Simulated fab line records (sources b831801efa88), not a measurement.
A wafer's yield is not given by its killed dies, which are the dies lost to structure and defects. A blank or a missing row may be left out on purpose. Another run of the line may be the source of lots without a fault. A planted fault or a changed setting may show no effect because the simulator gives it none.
Commonality check across tools ; flow gf180mcu ; 39 wafers sampled across 13 lots

REASON IT WAS OPENED
On 1 of the 13 lots, a flag is raised at GF_CONTACT_CD_MEAS_14 on the reading cd nm. Wafers without a fault read 219.5 nm, standard deviation 1.6.
Rule: flag the lot when none of its wafers has a number, or when each of its wafers that has one lies beyond 4 standard deviations from that mean. The other lots count as sound.

lot;measured;on;cd nm (nm), wafer by wafer;flag
L672;day 16 21:17;cd sem-01;219.9 220.3 220.8;
L680;day 19 23:49;cd sem-02;193.3 192.9 194.2;FLAGGED
L681;day 20 08:26;cd sem-02;219.3 220.1 220.4;
L684;day 21 09:25;cd sem-02;221.0 221.4 220.4;
L685;day 21 13:46;cd sem-02;221.7 221.8 221.5;
L686;day 21 23:37;cd sem-02;220.1 220.6 220.7;
L687;day 22 09:16;cd sem-01;220.0 218.6 219.7;
L688;day 22 16:29;cd sem-01;215.4 217.0 216.8;
L689;day 23 01:40;cd sem-02;217.5 218.5 220.1;
L690;day 23 09:55;cd sem-02;220.7 221.4 220.8;
L691;day 23 13:58;cd sem-02;218.6 218.4 219.3;
L692;day 23 21:50;cd sem-02;220.2 218.6 219.5;
L693;day 24 16:40;cd sem-01;217.0 219.5 217.5;
The numbers of the flagged lots are 193.5 nm on average: -26.0 nm against the usual, or -16 standard deviations.

EACH LOT AND THE TOOL IT RAN ON
3 process steps preceding the reading are held in the record, out of 602 steps in the route. In each cell: the tool, then ch and the chambers that the sampled wafers went through, then the start.
lot;flag;GF_SALICIDE_RTA_06;GF_CONTACT_CMP_04;GF_CONTACT_EXPOSE_11
L672;;rtp anneal-01 ch 0, day 15 22:05;cmp-01 ch 0,1,3, day 15 22:40;krf scanner-02 ch 0, day 16 10:05
L680;FLAGGED;rtp anneal-01 ch 0, day 18 22:27;cmp-02 ch 0,3, day 18 23:09;krf scanner-02 ch 0, day 19 12:17
L681;;rtp anneal-01 ch 0, day 19 07:03;cmp-02 ch 1,3, day 19 07:35;krf scanner-02 ch 0, day 19 20:25
L684;;rtp anneal-02 ch 0, day 20 08:18;cmp-01 ch 1,2,3, day 20 08:58;krf scanner-01 ch 0, day 20 21:28
L685;;rtp anneal-01 ch 0, day 20 12:54;cmp-01 ch 0,2,3, day 20 13:26;krf scanner-02 ch 0, day 21 02:00
L686;;rtp anneal-02 ch 0, day 20 23:46;cmp-01 ch 0,2,3, day 21 00:24;krf scanner-02 ch 0, day 21 12:49
L687;;rtp anneal-02 ch 0, day 21 08:52;cmp-01 ch 0,2,3, day 21 09:23;krf scanner-01 ch 0, day 21 21:44
L688;;rtp anneal-02 ch 0, day 21 16:05;cmp-02 ch 0,3, day 21 16:35;krf scanner-02 ch 0, day 22 04:54
L689;;rtp anneal-02 ch 0, day 22 01:34;cmp-02 ch 0,1,2, day 22 02:08;krf scanner-02 ch 0, day 22 14:28
L690;;rtp anneal-01 ch 0, day 22 09:52;cmp-02 ch 0,2,3, day 22 10:23;krf scanner-01 ch 0, day 22 22:36
L691;;rtp anneal-02 ch 0, day 22 14:13;cmp-01 ch 1,2,3, day 22 14:49;krf scanner-02 ch 0, day 23 02:34
L692;;rtp anneal-02 ch 0, day 22 22:29;cmp-01 ch 0,1,2, day 22 23:01;krf scanner-02 ch 0, day 23 10:59
L693;;rtp anneal-02 ch 0, day 23 18:23;cmp-01 ch 0,3, day 23 18:56;krf scanner-01 ch 0, day 24 05:46
These steps, and what they do:
- GF_SALICIDE_RTA_06: time 30 s.
- GF_CONTACT_CMP_04: polishes SiO2.
- GF_CONTACT_EXPOSE_11: exposes mask Contact, target cd 220 nm.
- GF_CONTACT_CD_MEAS_14: target cd 220 nm.

FLAGGED AGAINST TOTAL, ONE TOOL AT A TIME (gauges that did the reading follow at the end)
step;tool;lots run;flagged;share of the flagged lots;sound lots run after its first flagged lot
GF_SALICIDE_RTA_06;rtp anneal-01;5;1;all;3 (L681,L685,L690)
GF_SALICIDE_RTA_06;rtp anneal-02;8;0;none;-
GF_CONTACT_CMP_04;cmp-01;8;0;none;-
GF_CONTACT_CMP_04;cmp-02;5;1;all;4 (L681,L688,L689,L690)
GF_CONTACT_EXPOSE_11;krf scanner-01;4;0;none;-
GF_CONTACT_EXPOSE_11;krf scanner-02;9;1;all;7 (L681,L685,L686,L688,L689,L691,L692)
GF_CONTACT_CD_MEAS_14;cd sem-01;4;0;none;-
GF_CONTACT_CD_MEAS_14;cd sem-02;9;1;all;8 (L681,L684,L685,L686,L689,L690,L691,L692)

THE TABLE: WHAT IT ALLOWS
4 rows of the table ran every flagged lot: rtp anneal-01 at GF_SALICIDE_RTA_06, cmp-02 at GF_CONTACT_CMP_04, krf scanner-02 at GF_CONTACT_EXPOSE_11, cd sem-02 at GF_CONTACT_CD_MEAS_14.
- rtp anneal-01 at GF_SALICIDE_RTA_06 ran 5 lots, 1 of them flagged. Lots that were sound ran on it after the first flagged one (L681, L685, L690); a persistent fault on the entire tool would not allow that.
- cmp-02 at GF_CONTACT_CMP_04 ran 5 lots, 1 of them flagged. Lots that were sound ran on it after the first flagged one (L681, L688, L689, L690); a persistent fault on the entire tool would not allow that.
- krf scanner-02 at GF_CONTACT_EXPOSE_11 ran 9 lots, 1 of them flagged. Lots that were sound ran on it after the first flagged one (L681, L685, L686, L688, L689, L691, L692); a persistent fault on the entire tool would not allow that.
- cd sem-02 at GF_CONTACT_CD_MEAS_14 ran 9 lots, 1 of them flagged. Lots that were sound ran on it after the first flagged one (L681, L684, L685, L686, L689, L690, L691, L692); a persistent fault on the entire tool would not allow that.
Every row of the table either missed a flagged lot or ran a sound lot after the first.

WHAT HAD BEEN PUT IN BY THE SIMULATOR
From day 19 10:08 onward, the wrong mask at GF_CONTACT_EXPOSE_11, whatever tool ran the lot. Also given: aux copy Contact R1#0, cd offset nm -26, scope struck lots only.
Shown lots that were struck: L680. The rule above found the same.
